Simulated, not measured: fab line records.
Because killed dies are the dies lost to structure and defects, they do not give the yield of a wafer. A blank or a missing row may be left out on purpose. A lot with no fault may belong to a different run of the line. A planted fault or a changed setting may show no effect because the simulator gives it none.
fab line records ; flow sky130
record: lots: 10; wafers: 30; last-day: 51
route steps=708 shown LDD_HVP@288 SD_N@353 LOCAL_INTERCONNECT@387 PAD_OPEN@708
lots that met no fault: taken from a fault-free run of the same line
start-h: hours from the record's opening day to when the first of the lot's shown wafers began ; wait-h: hours elapsed since this lot's preceding step ; " as in the row above ; L1.1+2: one row covering several wafers at once ; - value missing, or start not given ; * or withheld: withheld ; < > ~ a bound
route shown NAME@n: names a module that has steps shown in the file, with the first one's number in the route ; usual: mean/standard deviation taken from wafers without a fault ; same: alike in all rows ; chamber/n: place in a boat ; sites: the reading at each site ; _std_site: standard deviation of those values ; _edge_site: the outer-site mean with the inner-site mean subtracted ; radius-mm: for every site, how far away it sits from the centre of the wafer ; mask NAME#n: copy n ; behind: the most recent tool/chamber to have shaped the wafer ; hold: why the lot was held/for how many hours/how that ended ; device: the transistor (n, p or np) that didn't switch ; end of line: the route-end tests of the same wafers ; step lacking rows: just its recipe ; killed: at the first sort, the dies lost to defects and structure; wafer yield is something else ; map: the dies of a wafer, with x for killed, . for not killed, _ for no die there
set.NAME: the setting that was run; set.NAME@STEP: the one run at that earlier step ; model.NAME: the simulator's own value behind a step, which no gauge read
route steps across a sampled set of lots; one table per step, one row per wafer
services: from which hour (start-h, from the record's first day; less than 0 if before it) a tool's chamber was out of use, for how many hours, and why
== steps ==
step: SKY_LDD_HVP_TW_MEAS_10
usual: LDD_HVP_TW: 458/6.5
lot.wafer;tool;chamber;start-h;wait-h;LDD_HVP_TW
L872.2;film-metro-04;-;526.78;0.1;449
L872.3;film-metro-04;-;526.78;0.1;452
L872.5;film-metro-04;-;526.78;0.1;450
L871.1;film-metro-01;-;533.22;0.1;466
L871.4;film-metro-01;-;533.22;0.1;466
L871.5;film-metro-01;-;533.22;0.1;463
L875.1;film-metro-01;-;579.72;0.1;463
L875.2;film-metro-01;-;579.72;0.1;462
L875.5;film-metro-01;-;579.72;0.1;465
L877.1;film-metro-04;-;579.82;0.1;452
L877.2;film-metro-04;-;579.82;0.1;450
L877.6;film-metro-04;-;579.82;0.1;452
L880.1;film-metro-01;-;631.81;0.1;468
L880.4;film-metro-01;-;631.81;0.1;468
L880.6;film-metro-01;-;631.81;0.1;469
L884.3;film-metro-04;-;635.72;0.1;451
L884.4;film-metro-04;-;635.72;0.1;451
L884.5;film-metro-04;-;635.72;0.1;449
L885.2;film-metro-01;-;639.37;0.1;467
L885.4;film-metro-01;-;639.37;0.1;462
L885.5;film-metro-01;-;639.37;0.1;465
L886.3;film-metro-03;-;643.54;0.1;457
L886.4;film-metro-03;-;643.54;0.1;458
L886.6;film-metro-03;-;643.54;0.1;457
L889.3;film-metro-01;-;671.40;0.1;467
L889.4;film-metro-01;-;671.40;0.1;465
L889.5;film-metro-01;-;671.40;0.1;470
L891.2;film-metro-03;-;692.23;0.1;457
L891.5;film-metro-03;-;692.23;0.1;457
L891.6;film-metro-03;-;692.23;0.1;458
step: SKY_SD_N_STRIP_11
recipe: chemistry: O2/N2; power-w: 1400; pressure-mtorr: 1500; platen-temp-c: withheld; o2-flow-sccm: 3000; n2-flow-sccm: 300; overash-fraction: 0.5
usual: drypump-motor-current-A: 5.7/0.41; oes-product-au: 0.527/0.0044; strip-time-to-endpoint-s: 22.54/0.041
lot.wafer;tool;chamber;start-h;wait-h;drypump-motor-current-A;oes-product-au;rf-hours-counter-h;strip-time-to-endpoint-s
L872.2;plasma-asher-03;1;677.19;0.1;5.9;0.528;56;22.47
L872.3;plasma-asher-03;1;677.19;0.1;5.9;0.528;-;22.50
L872.5;plasma-asher-03;1;677.19;0.1;5.9;0.530;-;22.43
L871.1;plasma-asher-04;0;682.99;0.1;6.2;0.527;88;22.54
L871.4;plasma-asher-04;0;682.99;0.1;6.1;0.524;-;22.54
L871.5;plasma-asher-04;0;682.99;0.1;6.2;0.523;-;22.53
L875.1;plasma-asher-01;1;725.50;0.1;4.9;0.528;104;22.50
L875.2;plasma-asher-01;0;725.50;0.1;5.8;0.530;104;22.49
L875.5;plasma-asher-01;0;725.50;0.1;5.8;0.531;-;22.56
L877.1;plasma-asher-03;1;727.37;0.1;5.9;0.525;61;22.59
L877.2;plasma-asher-03;0;727.37;0.1;5.3;0.531;61;22.61
L877.6;plasma-asher-03;0;727.37;0.1;5.3;0.533;-;22.62
L880.1;plasma-asher-01;0;775.02;0.1;5.7;0.539;3;22.57
L880.4;plasma-asher-01;1;775.02;0.1;5.0;0.535;-;22.53
L880.6;plasma-asher-01;0;775.02;0.1;5.7;0.528;-;22.54
L884.3;plasma-asher-03;0;778.89;0.1;5.3;0.526;-;22.51
L884.4;plasma-asher-03;1;778.89;0.1;5.9;0.536;-;22.52
L884.5;plasma-asher-03;0;778.89;0.1;5.3;0.524;-;22.47
L885.2;plasma-asher-03;1;781.92;0.1;6.0;0.527;66;22.61
L885.4;plasma-asher-03;1;781.92;0.1;5.9;0.523;-;22.59
L885.5;plasma-asher-03;0;781.92;0.1;5.3;0.525;-;22.58
L886.3;plasma-asher-04;0;785.19;0.1;6.1;0.526;-;22.53
L886.4;plasma-asher-04;1;785.19;0.1;6.1;0.528;-;22.49
L886.6;plasma-asher-04;0;785.19;0.1;6.2;0.519;-;22.56
L889.3;plasma-asher-03;1;810.72;0.1;5.9;0.521;-;22.52
L889.4;plasma-asher-03;0;810.72;0.1;5.3;0.526;-;22.47
L889.5;plasma-asher-03;1;810.72;0.1;5.9;0.527;-;22.51
L891.2;plasma-asher-03;1;832.87;0.1;5.9;0.527;71;22.55
L891.5;plasma-asher-03;1;832.87;0.1;5.9;0.530;-;22.52
L891.6;plasma-asher-03;0;832.87;0.1;5.3;0.524;-;22.52
step: SKY_SD_N_TW_MEAS_12
usual: SD_N_TW: 4025/29
lot.wafer;tool;chamber;start-h;wait-h;SD_N_TW
L872.2;film-metro-02;-;677.30;0.1;4017
L872.3;film-metro-02;-;677.30;0.1;4040
L872.5;film-metro-02;-;677.30;0.1;4008
L871.1;film-metro-03;-;683.09;0.1;4009
L871.4;film-metro-03;-;683.09;0.1;3993
L871.5;film-metro-03;-;683.09;0.1;4005
L875.1;film-metro-03;-;725.60;0.1;4002
L875.2;film-metro-03;-;725.60;0.1;3975
L875.5;film-metro-03;-;725.60;0.1;3990
L877.1;film-metro-01;-;727.47;0.1;4067
L877.2;film-metro-01;-;727.47;0.1;4058
L877.6;film-metro-01;-;727.47;0.1;4061
L880.1;film-metro-03;-;775.12;0.1;4010
L880.4;film-metro-03;-;775.12;0.1;4017
L880.6;film-metro-03;-;775.12;0.1;4005
L884.3;film-metro-01;-;778.97;0.1;4053
L884.4;film-metro-01;-;778.97;0.1;4044
L884.5;film-metro-01;-;778.97;0.1;4066
L885.2;film-metro-03;-;782.03;0.1;3996
L885.4;film-metro-03;-;782.03;0.1;3984
L885.5;film-metro-03;-;782.03;0.1;4002
L886.3;film-metro-01;-;785.27;0.1;4047
L886.4;film-metro-01;-;785.27;0.1;4028
L886.6;film-metro-01;-;785.27;0.1;4037
L889.3;film-metro-03;-;810.81;0.1;4002
L889.4;film-metro-03;-;810.81;0.1;3972
L889.5;film-metro-03;-;810.81;0.1;3968
L891.2;film-metro-02;-;832.98;0.1;4019
L891.5;film-metro-02;-;832.98;0.1;4013
L891.6;film-metro-02;-;832.98;0.1;4002
step: SKY_LOCAL_INTERCONNECT_SPUTTER_00
recipe: material: TiN; target-thk-nm: 100; temp-c: 300; power-w: 6500; time-s: 83.3; chamber-pressure-pa: 0.4
usual: throttle-valve-pct: 29.6/1
lot.wafer;tool;chamber;start-h;wait-h;throttle-valve-pct
L872.2;pvd-sputter-02;-;708.67;0.1;29.0
L872.3;pvd-sputter-02;-;708.67;0.1;30.3
L872.5;pvd-sputter-02;-;708.67;0.1;29.2
L871.1;pvd-sputter-02;-;714.05;0.2;28.8
L871.4;pvd-sputter-02;-;714.05;0.2;29.6
L871.5;pvd-sputter-02;-;714.05;0.2;28.8
L875.1;pvd-sputter-02;-;756.40;0.1;30.6
L875.2;pvd-sputter-02;-;756.40;0.1;31.1
L875.5;pvd-sputter-02;-;756.40;0.1;30.5
L877.1;pvd-sputter-02;-;757.08;0.2;28.9
L877.2;pvd-sputter-02;-;757.08;0.2;29.6
L877.6;pvd-sputter-02;-;757.08;0.2;30.3
L880.1;pvd-sputter-01;-;803.98;0.2;28.4
L880.4;pvd-sputter-01;-;803.98;0.2;28.5
L880.6;pvd-sputter-01;-;803.98;0.2;31.1
L884.3;pvd-sputter-01;-;808.63;0.2;30.3
L884.4;pvd-sputter-01;-;808.63;0.2;31.1
L884.5;pvd-sputter-01;-;808.63;0.2;28.2
L885.2;pvd-sputter-01;-;810.68;0.2;31.3
L885.4;pvd-sputter-01;-;810.68;0.2;28.3
L885.5;pvd-sputter-01;-;810.68;0.2;31.2
L886.3;pvd-sputter-04;-;813.65;0.2;29.7
L886.4;pvd-sputter-04;-;813.65;0.2;30.2
L886.6;pvd-sputter-04;-;813.65;0.2;28.5
L889.3;pvd-sputter-01;-;839.45;0.2;30.0
L889.4;pvd-sputter-01;-;839.45;0.2;28.6
L889.5;pvd-sputter-01;-;839.45;0.2;28.7
L891.2;pvd-sputter-04;-;861.57;0.1;30.1
L891.5;pvd-sputter-04;-;861.57;0.1;30.3
L891.6;pvd-sputter-04;-;861.57;0.1;29.5
step: SKY_LOCAL_INTERCONNECT_RS_MEAS_01
recipe: thk-meas-gauge: four-point-probe; reads: TiN_of_LOCAL_INTERCONNECT_SPUTTER_00
usual: LOCAL_INTERCONNECT_TIN_RS: 14.12/0.13
lot.wafer;tool;chamber;start-h;wait-h;LOCAL_INTERCONNECT_TIN_RS[ohm/sq]
L872.2;film-metro-01;-;708.75;0.1;14.08
L872.3;film-metro-01;-;708.75;0.1;14.07
L872.5;film-metro-01;-;708.75;0.1;13.84
L871.1;film-metro-04;-;714.11;0.0;13.90
L871.4;film-metro-04;-;714.11;0.0;14.02
L871.5;film-metro-04;-;714.11;0.0;13.97
L875.1;film-metro-01;-;756.46;0.0;13.02
L875.2;film-metro-01;-;756.46;0.0;12.95
L875.5;film-metro-01;-;756.46;0.0;12.98
L877.1;film-metro-01;-;757.15;0.0;12.93
L877.2;film-metro-01;-;757.15;0.0;13.04
L877.6;film-metro-01;-;757.15;0.0;13.06
L880.1;film-metro-04;-;804.05;0.0;14.10
L880.4;film-metro-04;-;804.05;0.0;14.39
L880.6;film-metro-04;-;804.05;0.0;14.24
L884.3;film-metro-03;-;808.73;0.1;14.11
L884.4;film-metro-03;-;808.73;0.1;14.00
L884.5;film-metro-03;-;808.73;0.1;14.12
L885.2;film-metro-04;-;810.77;0.1;14.13
L885.4;film-metro-04;-;810.77;0.1;14.15
L885.5;film-metro-04;-;810.77;0.1;13.98
L886.3;film-metro-04;-;813.75;0.1;14.12
L886.4;film-metro-04;-;813.75;0.1;14.25
L886.6;film-metro-04;-;813.75;0.1;14.03
L889.3;film-metro-01;-;839.55;0.1;14.28
L889.4;film-metro-01;-;839.55;0.1;14.18
L889.5;film-metro-01;-;839.55;0.1;14.37
L891.2;film-metro-01;-;861.65;0.1;14.24
L891.5;film-metro-01;-;861.65;0.1;14.17
L891.6;film-metro-01;-;861.65;0.1;14.20
step: SKY_LOCAL_INTERCONNECT_THK_MEAS_02
recipe: thk-meas-gauge: xrf; reads: TiN_of_LOCAL_INTERCONNECT_SPUTTER_00
usual: LOCAL_INTERCONNECT_TIN_THK: 101.0/1
lot.wafer;tool;chamber;start-h;wait-h;LOCAL_INTERCONNECT_TIN_THK[nm]
L872.2;film-metro-01;-;708.86;0.1;101.7
L872.3;film-metro-01;-;708.86;0.1;101.7
L872.5;film-metro-01;-;708.86;0.1;103.8
L871.1;film-metro-04;-;714.23;0.1;101.9
L871.4;film-metro-04;-;714.23;0.1;101.0
L871.5;film-metro-04;-;714.23;0.1;101.4
L875.1;film-metro-01;-;756.58;0.1;109.0
L875.2;film-metro-01;-;756.58;0.1;110.2
L875.5;film-metro-01;-;756.58;0.1;109.6
L877.1;film-metro-01;-;757.27;0.1;109.6
L877.2;film-metro-01;-;757.27;0.1;108.9
L877.6;film-metro-01;-;757.27;0.1;109.4
L880.1;film-metro-04;-;804.17;0.1;100.9
L880.4;film-metro-04;-;804.17;0.1;99.1
L880.6;film-metro-04;-;804.17;0.1;99.8
L884.3;film-metro-03;-;808.83;0.1;100.8
L884.4;film-metro-03;-;808.83;0.1;102.1
L884.5;film-metro-03;-;808.83;0.1;100.8
L885.2;film-metro-04;-;810.88;0.1;100.4
L885.4;film-metro-04;-;810.88;0.1;100.4
L885.5;film-metro-04;-;810.88;0.1;101.1
L886.3;film-metro-04;-;813.85;0.1;100.7
L886.4;film-metro-04;-;813.85;0.1;99.4
L886.6;film-metro-04;-;813.85;0.1;101.2
L889.3;film-metro-01;-;839.65;0.1;99.1
L889.4;film-metro-01;-;839.65;0.1;100.4
L889.5;film-metro-01;-;839.65;0.1;99.2
L891.2;film-metro-01;-;861.76;0.1;100.0
L891.5;film-metro-01;-;861.76;0.1;100.5
L891.6;film-metro-01;-;861.76;0.1;100.6
step: SKY_LOCAL_INTERCONNECT_METAL_ETCH_14
recipe: target-depth-nm: 110; stop-on: PSG; chemistry: Cl2/BCl3; target: TiN; resist-sidewall-deg: 88; pressure-mtorr: 10; icp-w: 900; bias-w: 48.5; Cl2_flow_sccm: 60; bcl3-flow-sccm: 30; time-s: 31.4
usual: bcl3-flow-sccm: 30.01/0.097; drypump-motor-current-A: 6.0/0.44; oes-product-au: 0.942/0.0072; throttle-valve-pct: 21.902/0.0095
lot.wafer;tool;chamber;start-h;wait-h;bcl3-flow-sccm;drypump-motor-current-A;oes-product-au;rf-hours-counter-h;throttle-valve-pct
L872.2;rie-metal-02;0;737.43;0.0;29.97;6.3;0.943;4;21.893
L872.3;rie-metal-02;0;737.43;0.0;29.88;6.4;0.944;-;21.902
L872.5;rie-metal-02;0;737.43;0.0;30.05;6.4;0.955;-;21.887
L871.1;rie-metal-02;1;742.03;0.0;30.12;6.1;0.949;10;21.894
L871.4;rie-metal-02;0;742.03;0.0;30.09;6.4;0.948;-;21.914
L871.5;rie-metal-02;1;742.03;0.0;30.27;6.2;0.956;-;21.902
L875.1;rie-metal-02;1;783.60;0.0;30.00;6.1;0.989;11;21.877
L875.2;rie-metal-02;0;783.60;0.0;29.94;6.4;0.987;6;21.877
L875.5;rie-metal-02;1;783.60;0.0;30.07;6.1;0.985;-;21.880
L877.1;rie-metal-01;1;783.83;0.0;30.15;5.2;0.986;15;21.869
L877.2;rie-metal-01;0;783.83;0.0;30.01;5.9;0.976;2;21.882
L877.6;rie-metal-01;0;783.83;0.0;29.92;5.9;0.979;-;21.855
L880.1;rie-metal-04;0;831.10;0.0;30.10;5.9;0.943;16;21.900
L880.4;rie-metal-04;0;831.10;0.0;30.18;5.9;0.928;-;21.911
L880.6;rie-metal-04;1;831.10;0.0;30.08;6.5;0.930;-;21.914
L884.3;rie-metal-04;0;835.92;0.0;29.97;5.8;0.941;-;21.906
L884.4;rie-metal-04;1;835.92;0.0;29.94;6.5;0.955;-;21.900
L884.5;rie-metal-04;1;835.92;0.0;29.97;6.5;0.937;-;21.897
L885.2;rie-metal-04;1;837.48;0.0;30.02;6.5;0.948;16;21.905
L885.4;rie-metal-04;0;837.48;0.0;30.06;5.9;0.947;-;21.895
L885.5;rie-metal-04;0;837.48;0.0;30.18;5.9;0.940;-;21.900
L886.3;rie-metal-02;0;841.32;0.0;30.02;6.4;0.944;-;21.911
L886.4;rie-metal-02;1;841.32;0.0;30.07;6.1;0.931;-;21.906
L886.6;rie-metal-02;0;841.32;0.0;30.03;6.4;0.939;-;21.889
L889.3;rie-metal-01;1;865.75;0.0;29.89;5.2;0.936;-;21.914
L889.4;rie-metal-01;0;865.75;0.0;29.95;5.9;0.935;-;21.894
L889.5;rie-metal-01;0;865.75;0.0;30.00;5.9;0.934;-;21.890
L891.2;rie-metal-04;1;887.21;0.1;29.85;6.5;0.945;-;21.905
L891.5;rie-metal-04;1;887.21;0.1;29.94;6.5;0.941;-;21.892
L891.6;rie-metal-04;1;887.21;0.1;29.76;6.5;0.932;-;21.892
step: SKY_PAD_OPEN_PROBE_99
usual: killed_at_M0_to_M3: 44/7.4; killed_at_M4_up: 3.2/2; killed-at-contacts: 24/5.1; killed-at-front-end: 15/4.8; killed-at-other: 0.2/0.46; killed-dies: 86/10; killed-open: 47/7.5; killed-short: 39/7
same: gross-dies: 492; killed-at-back-side: 0
lot.wafer;tool;chamber;start-h;wait-h;killed_at_M0_to_M3;killed_at_M4_up;killed-at-contacts;killed-at-front-end;killed-at-other;killed-dies;killed-open;killed-short
L880.1;prober-01;-;1166.98;0.1;47;5;31;12;0;95;44;51
L880.4;prober-01;-;1167.13;0.2;33;2;17;9;0;61;36;22
L880.6;prober-01;-;1167.23;0.2;44;4;18;15;1;82;47;35
killed by level:class
L880.1 VIA1:geometric-particle:open=12 LI_CONTACT:geometric-particle:open=10 VIA1:geometric-particle:short=10 CONTACT:geometric-particle:short=7 CONTACT:geometric-particle:open=7 METAL2:geometric-particle:short=5 VIA3:geometric-particle:short=5 METAL3:geometric-particle:short=4
L880.4 VIA1:geometric-particle:open=14 LI_CONTACT:geometric-particle:open=6 CONTACT:geometric-particle:open=5 LOCAL_INTERCONNECT:geometric-particle:short=4 METAL1:geometric-particle:short=4 FIELD_ISO:geometric-particle:open=3 METAL2:geometric-particle:short=3 VIA2:geometric-particle:open=3
L880.6 VIA1:geometric-particle:open=14 CONTACT:geometric-particle:open=7 VIA3:geometric-particle:open=6 LI_CONTACT:geometric-particle:open=4 VIA1:geometric-particle:short=4 METAL1:geometric-particle:short=4 METAL2:geometric-particle:short=4 VIA2:geometric-particle:short=4
== services ==
tool;chamber;start-h;hours;kind
pvd-sputter-01;-;668.58;0.7;repair
pvd-sputter-01;1;670.96;-;consumable-replace:kit
pvd-sputter-01;1;670.96;18.0;scheduled-down
pvd-sputter-01;1;670.96;18.0;vent-cycle
rie-metal-04;-;673.13;0.3;repair
rie-metal-01;0;716.41;-;clean
rie-metal-01;0;716.41;11.2;scheduled-down
rie-metal-01;0;716.41;11.2;vent-cycle
pvd-sputter-01;-;729.11;5.1;repair
plasma-asher-01;-;733.75;9.0;pm
plasma-asher-01;0;733.75;9.0;vent-cycle
pvd-sputter-02;1;737.50;-;consumable-replace:kit
pvd-sputter-02;1;737.50;18.0;scheduled-down
pvd-sputter-02;1;737.50;18.0;vent-cycle
rie-metal-04;-;750.18;0.9;repair
pvd-sputter-04;-;780.91;9.5;repair
plasma-asher-04;-;791.32;0.8;repair
pvd-sputter-02;-;798.21;108.1;repair
plasma-asher-04;-;829.35;28.1;pm
pvd-sputter-01;-;862.72;5.0;repair
rie-metal-04;0;870.25;25.8;repair
pvd-sputter-01;0;870.45;-;consumable-replace:kit
pvd-sputter-01;0;870.45;18.0;scheduled-down
pvd-sputter-01;0;870.45;18.0;vent-cycle
== key ==
first-sign: step: SKY_LOCAL_INTERCONNECT_RS_MEAS_01; reading: LOCAL_INTERCONNECT_TIN_RS; direction: down; sigmas: 8.4; usual: 14.12; struck: 13.00
effect: step: SKY_LOCAL_INTERCONNECT_THK_MEAS_02; reading: LOCAL_INTERCONNECT_TIN_THK; direction: up; sigmas: 8.5; usual: 101.0; struck: 109.5
effect: step: SKY_LOCAL_INTERCONNECT_METAL_ETCH_14; reading: oes-product-au; direction: up; sigmas: 5.9; usual: 0.942; struck: 0.984
met-at SKY_LOCAL_INTERCONNECT_SPUTTER_00
struck-lots L875,L877
tester-left-out L875,L877
not-acting-at SKY_LDD_HVP_TW_MEAS_10,SKY_SD_N_STRIP_11,SKY_SD_N_TW_MEAS_12
onset-between 714.05 756.40
fault: kind: process-parameter-drift; tool: pvd-sputter-02; chamber: -; onset-h: 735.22; steps: SKY_LOCAL_INTERCONNECT_SPUTTER_00; channel: target-thk-nm; offset: 7.7103; shape: step; end-h: 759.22; acts-in: these-recipes-only; stated: 100
tester-left-out: of these lots the tester's yield and bins aren't shown, on N5 and GAA mostly nor the transistor test; their killed dies are dies lost to structure and defects alone, not to doping, threshold or leakage, so they don't give the yield
